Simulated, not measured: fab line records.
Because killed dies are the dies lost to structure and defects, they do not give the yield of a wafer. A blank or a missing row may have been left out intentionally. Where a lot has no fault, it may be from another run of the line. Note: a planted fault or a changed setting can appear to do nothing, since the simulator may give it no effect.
Which tool did it? ; flow sky130 ; 24 lots (72 wafers sampled), 1 step of a 708-step route

WHAT EACH GAUGE READ, for each wafer
SKY_FIELD_ISO_CD_MEAS_13 targets a cd of 150 nm.
lot;measured;on;cd_nm (nm)
L074;day 2 05:56;cd_sem-01;149.0 148.3 148.4
L075;day 2 11:59;cd_sem-02;149.1 148.8 147.8
L076;day 2 19:02;cd_sem-01;149.7 149.3 149.6
L077;day 2 22:01;cd_sem-02;147.7 148.6 149.0
L078;day 3 01:36;cd_sem-02;150.4 150.0 149.9
L079;day 3 07:19;cd_sem-02;149.6 150.8 148.3
L080;day 3 11:02;cd_sem-02;149.6 151.0 151.6
L081;day 3 16:50;cd_sem-02;147.5 148.1 147.6
L082;day 3 22:20;cd_sem-01;149.5 150.1 150.2
L083;day 4 03:32;cd_sem-01;148.7 149.6 150.2
L084;day 4 08:49;cd_sem-01;150.5 149.3 150.2
L085;day 4 16:01;cd_sem-01;151.8 150.5 152.1
L086;day 4 19:23;cd_sem-01;149.0 150.6 149.8
L087;day 4 23:40;cd_sem-01;152.7 151.6 153.1
L088;day 7 15:14;cd_sem-01;151.5 150.8 152.2
L089;day 7 16:28;cd_sem-01;149.4 149.0 149.0
L090;day 7 18:20;cd_sem-01;150.0 148.5 150.2
L091;day 7 19:06;cd_sem-01;147.7 148.5 149.0
L092;day 7 20:16;cd_sem-01;148.6 147.8 149.3
L093;day 7 20:44;cd_sem-01;150.0 150.7 150.6
L094;day 7 21:20;cd_sem-01;152.2 151.5 150.6
L095;day 7 21:53;cd_sem-01;149.7 150.7 151.6
L096;day 7 23:31;cd_sem-01;152.1 150.0 151.5
L097;day 8 00:22;cd_sem-01;152.4 151.5 150.0

WHAT TOOL EACH LOT RAN ON (gives the tool, then ch and the chambers of the sampled wafers, and finally the start)
Before these readings, the record contains no process step.

AS READ BY THE TOOLS THEMSELVES (means over the sampled wafers that have a number; for cases with no such wafer, the mark the record gives instead)
The record holds no such reading with a usual standard deviation.

THE ANSWER, worked out from the rows above alone
Rule: the lots themselves supply what counts as usual. The widest of any qualifying gaps counts: lots, ordered by their means at a reading, are off when they make up no more than a third of the lots, leave a main group of 4 or more, and stand apart from it by 3 or more times the standard deviation of that group's means. A main group is skipped when, at the precision printed for the reading in the tables above, its means are all equal. Also off: a lot with no number at a reading for which 4 or more lots have one. Where the step has rows for the other lots, those lots are counted as sound. First the gauges in route order, then the tools' own readings, where a lot's mean is used as printed above. At the first step where some lot is off, the reading lying furthest off is the one used; lots without a number count as furthest.
No lot is off on any of the readings shown, so nothing can be concluded from this.

WHAT HAD BEEN PUT IN BY THE SIMULATOR
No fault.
